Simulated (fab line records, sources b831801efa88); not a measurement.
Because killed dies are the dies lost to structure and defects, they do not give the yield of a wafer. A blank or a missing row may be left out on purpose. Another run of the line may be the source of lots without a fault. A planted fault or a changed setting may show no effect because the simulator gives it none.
Problem report, 8D (eight disciplines) form, completed by code || flow sky130 || the parts of the form that need people (team, actions taken, sign-off) are left out

1. WHAT WENT WRONG
Mean of run-length-s at SKY_CAP2M_METAL_ETCH_13: 88.6 s across 4 wafers in 3 lots; on wafers with no fault it is 91.1 s (standard deviation 0.39). Relative to the usual mean, that is a shift of -6.5 standard deviations.
The step: etches TiN in Cl2/BCl3, stops on SiO2, target depth 220 nm, time 62.9 s.
Earliest sighting: wafer L550.4 on rie-metal-01 at day 45 09:06. Wafers with a number at this step in the record: 36, from 13 lots. By rule, "out" or "out of limits" means more than 4 standard deviations away from the usual mean. All remaining wafers that have a number are taken as sound.

2. WHAT IT IS; WHAT IT IS NOT
{"question": "which readings at this step", "is": "run-length-s", "is not": "drypump-motor-current-A"}
{"question": "which lots", "is": "L550, L551, L552", "is not": "L533, L534, L536, L538, L539, L540, L541, L542, L543, L555"}
{"question": "which wafers of those lots", "is": "L550.4, L551.4, L551.5, L552.5", "is not": "L550.3, L552.6"}
{"question": "read on which tools", "is": "rie-metal-01", "is not": "rie-metal-03, rie-metal-04"}
{"question": "when", "is": "from day 45 09:06", "is not": "up to then (28 sound wafers); but 4 sound wafers of L552, L555 came after"}

3. WHAT RULES OUT EACH SUSPECT
Counting: if a tool at a process step up to the reading ran every lot that is out, it stays a suspect. Sound lots after the first of them don't rule it out here, since some wafers of a struck lot are sound.
- rie-metal-01 at SKY_CAP2M_METAL_ETCH_13 (etches TiN in Cl2/BCl3, stops on SiO2, target depth 220 nm, time 62.9 s): kept. Ran every lot that is out, first one L550 (day 45 09:06); last sound lot up to then L543 (day 43 23:34). Its own readings are out on those wafers: run-length-s.
The count leaves rie-metal-01 at SKY_CAP2M_METAL_ETCH_13.

4. THE CAUSE (what the simulator had put in)
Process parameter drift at SKY_CAP2M_METAL_ETCH_13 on rie-metal-01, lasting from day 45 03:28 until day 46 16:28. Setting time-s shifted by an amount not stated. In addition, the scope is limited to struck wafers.
This tool alone remained once counting was done.

5. SEQUENCE OF EFFECTS, ordered by route
One row per reading whose mean, taken over the struck wafers that have a number, lies over 3 standard deviations from the usual. Only readings whose record carries a usual standard deviation are examined. hours: median over the lots of the time between each lot's start at the first step of this table that gives one and its start at this step. sigmas: the change, counted in usual standard deviations.
{"hours": 0, "step": "SKY_CAP2M_METAL_ETCH_13", "reading": "oes-product-au", "usual": "0.945 a.u.", "on struck wafers": 0.976, "change": "+0.031", "sigmas": "+5.4"}
{"hours": 0, "step": "SKY_CAP2M_METAL_ETCH_13", "reading": "run-length-s", "usual": "91.1 s", "on struck wafers": 88.6, "change": -2.5, "sigmas": -6.5}
The process steps in it:
- SKY_CAP2M_METAL_ETCH_13: etches TiN in Cl2/BCl3, stops on SiO2, target depth 220 nm, time 62.9 s.

6. HOW IT WOULD HAVE BEEN CAUGHT EARLIER
In this record no reading fell out of limits until day 45 09:06, 6 hours after the fault had begun at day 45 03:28.
